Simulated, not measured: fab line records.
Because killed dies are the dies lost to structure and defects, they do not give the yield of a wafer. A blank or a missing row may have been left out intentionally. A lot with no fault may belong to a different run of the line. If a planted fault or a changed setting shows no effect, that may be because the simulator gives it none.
8D (eight disciplines) problem report, filled in by code ; flow gf180mcu ; the parts of the form that need people (team, actions taken, sign-off) are left out

1. PROBLEM STATEMENT
run_length_s at GF_M1_METAL_ETCH_16 reads a mean of 159.7 s on 4 wafers of 2 lots; wafers without a fault read 153.5 s with a standard deviation of 0.47. That is +13 standard deviations from the usual mean.
The step: etches the open film in Cl2/BCl3, stops on SiO2, target depth 750.8 nm, time 125.1 s.
Earliest sighting: wafer L529.4 on rie_metal-02 at day 20 21:19. Wafers with a number at this step in the record: 17, from 6 lots. Rule for "out" (also "out of limits"): further than 4 standard deviations from the usual mean. The other wafers with a number count as sound.

2. WHAT IT IS, AND WHAT IT ISN'T
question;is;is not
which readings at this step;run_length_s;drypump_motor_current_A, mfc_cl2_sccm
which lots;L529, L533;L522, L539, L540, L541
which wafers of those lots;L529.4, L529.6, L533.4, L533.6;L529.1
read on which tools;rie_metal-02;rie_metal-01
when;from day 20 21:19;"up to then (4 sound wafers); but 9 sound wafers of L539, L540, L541 came after"

3. WHAT RULES OUT EACH SUSPECT
Counting: if a tool at a process step up to the reading ran every lot that is out, it stays a suspect. Sound lots after the first of them don't rule it out here, since some wafers of a struck lot are sound.
- rie_metal-02 at GF_M1_METAL_ETCH_16 (etches the open film in Cl2/BCl3, stops on SiO2, target depth 750.8 nm, time 125.1 s): kept. Every lot that is out went through it, the first being L529 (day 20 21:19); the last sound lot it ran before that was L522 (day 18 05:34). Out on those wafers are its own readings of run_length_s.
Remaining after the count: rie_metal-02 at GF_M1_METAL_ETCH_16.

4. THE CAUSE (what the simulator had put in)
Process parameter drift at GF_M1_METAL_ETCH_16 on rie_metal-02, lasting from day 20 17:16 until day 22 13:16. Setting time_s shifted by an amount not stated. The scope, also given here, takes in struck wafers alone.
Only this tool survived the counting.

5. THE CHAIN OF EFFECTS, in route order
Rows list readings where the struck wafers' mean (over those with a number) sits beyond 3 standard deviations from the usual. Only readings for which the record gives a usual standard deviation are gone through. hours: the time from each lot's start at the first step in this table that gives one to its start at this step, as a median over the lots. sigmas: the change in usual standard deviations.
hours;step;reading;usual;on struck wafers;change;sigmas
0;GF_M1_METAL_ETCH_16;oes_product_au;0.990 a.u.;0.967;-0.023;-4.7
0;GF_M1_METAL_ETCH_16;run_length_s;153.5 s;159.7;+6.2;+13
0;GF_M1_STRIP_17;strip_time_to_endpoint_s;7.38 s;7.22;-0.16;-3.8
Here are the process steps it includes:
- GF_M1_METAL_ETCH_16: etches the open film in Cl2/BCl3, stops on SiO2, target depth 750.8 nm, time 125.1 s.
- GF_M1_STRIP_17: strips in O2/N2.

6. WHAT WOULD HAVE CAUGHT IT SOONER
The fault began at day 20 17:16; the first out-of-limits reading in this record came at day 20 21:19, 4 hours later.
